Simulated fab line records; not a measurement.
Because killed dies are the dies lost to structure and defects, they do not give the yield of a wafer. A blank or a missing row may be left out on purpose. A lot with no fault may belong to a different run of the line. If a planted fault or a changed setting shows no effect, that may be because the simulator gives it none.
What tool caused it? -- flow sky130 -- 14 lots with 42 wafers sampled at 4 steps, on a route of 708 steps

## WHAT THE GAUGES READ, wafer by wafer
The record holds no reading of a measuring or inspecting step that can be judged against a usual standard deviation.

## WHAT TOOL EACH LOT RAN ON (gives the tool, then ch and the chambers of the sampled wafers, and finally the start)
lot,SKY_METAL2_PEB_13,SKY_METAL2_DESCUM_17,SKY_METAL2_METAL_ETCH_19,SKY_VIA2_CMP_02
L403,"litho_track-03 ch 0, day 35 10:00","rie_metal-03 ch 1, day 35 11:16","rie_metal-03 ch 1, day 35 11:29","cmp-01 ch 0,1,3, day 35 12:37"
L406,"litho_track-04 ch 0, day 36 21:00","rie_metal-03 ch 0,1, day 36 21:53","rie_metal-03 ch 0,1, day 36 21:58","cmp-02 ch 1,3, day 36 22:56"
L407,"litho_track-04 ch 0, day 37 19:00","rie_metal-03 ch 0,1, day 37 19:32","rie_metal-03 ch 0,1, day 37 19:37","cmp-02 ch 0,1, day 37 20:29"
L408,"litho_track-01 ch 0, day 38 03:00","rie_metal-01 ch 0, day 38 04:17","rie_metal-01 ch 0, day 38 04:23","cmp-01 ch 0,3, day 38 05:20"
L410,"litho_track-04 ch 0, day 38 18:00","rie_metal-01 ch 0,1, day 38 18:47","rie_metal-01 ch 0,1, day 38 18:54","cmp-02 ch 1,2,3, day 38 19:58"
L414,"litho_track-04 ch 0, day 38 23:00","rie_metal-01 ch 0,1, day 38 23:53","rie_metal-01 ch 0,1, day 39 00:00","cmp-02 ch 0,1,2, day 39 01:23"
L413,"litho_track-04, day 39 00:00","rie_metal-02 ch 0, day 39 00:32","rie_metal-02 ch 0, day 39 00:45",-
L415,"litho_track-04, day 39 18:00","rie_metal-01 ch 0,1, day 39 19:20","rie_metal-01 ch 0,1, day 39 19:25",-
L420,"litho_track-04 ch 0, day 40 22:00","rie_metal-03 ch 0,1, day 40 23:02","rie_metal-03 ch 0,1, day 40 23:07","cmp-02 ch 1,2,3, day 41 00:11"
L421,"litho_track-01 ch 0, day 41 01:00","rie_metal-02 ch 0, day 41 01:29","rie_metal-02 ch 0, day 41 01:42","cmp-02 ch 0,2,3, day 41 02:44"
L422,"litho_track-04 ch 0, day 41 02:00","rie_metal-03 ch 0,1, day 41 03:14","rie_metal-03 ch 0,1, day 41 03:19","cmp-01 ch 0,2,3, day 41 04:11"
L423,"litho_track-03 ch 0, day 41 07:00","rie_metal-01 ch 0,1, day 41 07:56","rie_metal-01 ch 0,1, day 41 08:02","cmp-01 ch 1,2,3, day 41 09:03"
L425,"litho_track-04 ch 0, day 42 02:00","rie_metal-03 ch 0,1, day 42 02:59","rie_metal-03 ch 0,1, day 42 03:06","cmp-01 ch 1,2,3, day 42 04:05"
L426,"litho_track-04 ch 0, day 42 06:00","rie_metal-01 ch 0,1, day 42 07:05","rie_metal-01 ch 0,1, day 42 07:12","cmp-02 ch 1,2,3, day 42 08:16"
- SKY_METAL2_PEB_13
- SKY_METAL2_DESCUM_17: chemistry O2, time 8 s.
- SKY_METAL2_METAL_ETCH_19: etches the open film in Cl2/BCl3, stops on SiO2, target depth 360 nm, time 78 s.
- SKY_VIA2_CMP_02: polishes SiO2.

## AS READ BY THE TOOLS THEMSELVES (means over the sampled wafers that have a number; for cases with no such wafer, the mark the record gives instead)
SKY_METAL2_PEB_13. Usual: exhaust_pa at 44.9 Pa, with a standard deviation of 0.81.
lot,tool,exhaust_pa (Pa),flag
L403,litho_track-03,44.3,
L406,litho_track-04,45.7,
L407,litho_track-04,43.8,
L408,litho_track-01,44.8,
L410,litho_track-04,44.6,
L414,litho_track-04,45.3,
L413,litho_track-04,-,OFF
L415,litho_track-04,-,OFF
L420,litho_track-04,44.6,
L421,litho_track-01,45.0,
L422,litho_track-04,44.6,
L423,litho_track-03,45.8,
L425,litho_track-04,44.5,
L426,litho_track-04,44.5,

SKY_METAL2_DESCUM_17. Usual: drypump_motor_current_A 5.5 A, standard deviation 0.6; he_backside_leak_sccm 3.4 sccm, standard deviation 0.39; oes_product_au 1.000 a.u., standard deviation 0.012.
lot,tool,drypump_motor_current_A (A),he_backside_leak_sccm (sccm),oes_product_au (a.u.),flag
L403,rie_metal-03,5.5,3.6,1.018,
L406,rie_metal-03,5.3,3.7,1.008,
L407,rie_metal-03,5.1,3.4,1.007,
L408,rie_metal-01,6.5,3.3,0.993,
L410,rie_metal-01,5.9,3.3,0.995,
L414,rie_metal-01,6.2,3.3,0.999,
L413,rie_metal-02,4.7,3.4,0.989,
L415,rie_metal-01,6.2,3.3,1.001,
L420,rie_metal-03,5.1,3.3,1.005,
L421,rie_metal-02,4.7,3.3,0.982,
L422,rie_metal-03,5.2,3.6,1.002,
L423,rie_metal-01,5.9,2.9,1.003,
L425,rie_metal-03,5.1,3.7,0.993,
L426,rie_metal-01,5.9,3.1,0.993,

SKY_METAL2_METAL_ETCH_19. Usual: drypump_motor_current_A 5.5 A, standard deviation 0.6; he_backside_leak_sccm 3.35 sccm, standard deviation 0.22; oes_product_au 0.856 a.u., standard deviation 0.0059; throttle_valve_pct 22.264 %, standard deviation 0.011.
lot,tool,drypump_motor_current_A (A),he_backside_leak_sccm (sccm),oes_product_au (a.u.),throttle_valve_pct (%),flag
L403,rie_metal-03,5.5,3.51,0.854,22.265,
L406,rie_metal-03,5.3,3.47,0.863,22.258,
L407,rie_metal-03,5.1,3.39,0.859,22.266,
L408,rie_metal-01,6.5,3.15,0.856,22.272,
L410,rie_metal-01,5.9,3.22,0.856,22.271,
L414,rie_metal-01,6.2,3.29,0.856,22.277,
L413,rie_metal-02,4.7,3.32,0.859,22.266,
L415,rie_metal-01,6.2,3.39,0.861,22.268,
L420,rie_metal-03,5.1,3.32,0.865,22.267,
L421,rie_metal-02,4.7,3.50,0.860,22.263,
L422,rie_metal-03,5.3,3.46,0.851,22.262,
L423,rie_metal-01,5.8,3.18,0.853,22.271,
L425,rie_metal-03,5.1,3.29,0.853,22.268,
L426,rie_metal-01,5.9,3.30,0.855,22.258,

SKY_VIA2_CMP_02. Usual: motor_current_A at 12.6 A, with a standard deviation of 1.3.
lot,tool,motor_current_A (A),flag
L403,cmp-01,11.1,
L406,cmp-02,13.9,
L407,cmp-02,13.0,
L408,cmp-01,10.0,
L410,cmp-02,13.3,
L414,cmp-02,13.2,
L420,cmp-02,13.2,
L421,cmp-02,12.5,
L422,cmp-01,11.2,
L423,cmp-01,12.1,
L425,cmp-01,12.4,
L426,cmp-02,13.3,

## THE ANSWER, worked out from the rows above alone
Rule: a lot is off if the mean of its wafers that have a number lies more than 3 standard deviations from the usual mean. A lot without any number at a reading at which 4 lots or more have one is off too. Any other lot the step has rows for is counted as sound. The gauges are gone through in route order, then the tools' own readings, and for those a lot's mean is taken as printed above. The first step at which some lot is off is used, and at that step the reading that is off furthest; a lot without a number counts as furthest.
Off, at SKY_METAL2_PEB_13 on exhaust_pa: L413, L415. Without a number there: L413, L415.
A tool fits if, at that step or a process step before it, it ran every lot that is off, and no sound lot after the first of them. Not one of the candidates tried fits.

## WHAT HAD BEEN PUT IN BY THE SIMULATOR
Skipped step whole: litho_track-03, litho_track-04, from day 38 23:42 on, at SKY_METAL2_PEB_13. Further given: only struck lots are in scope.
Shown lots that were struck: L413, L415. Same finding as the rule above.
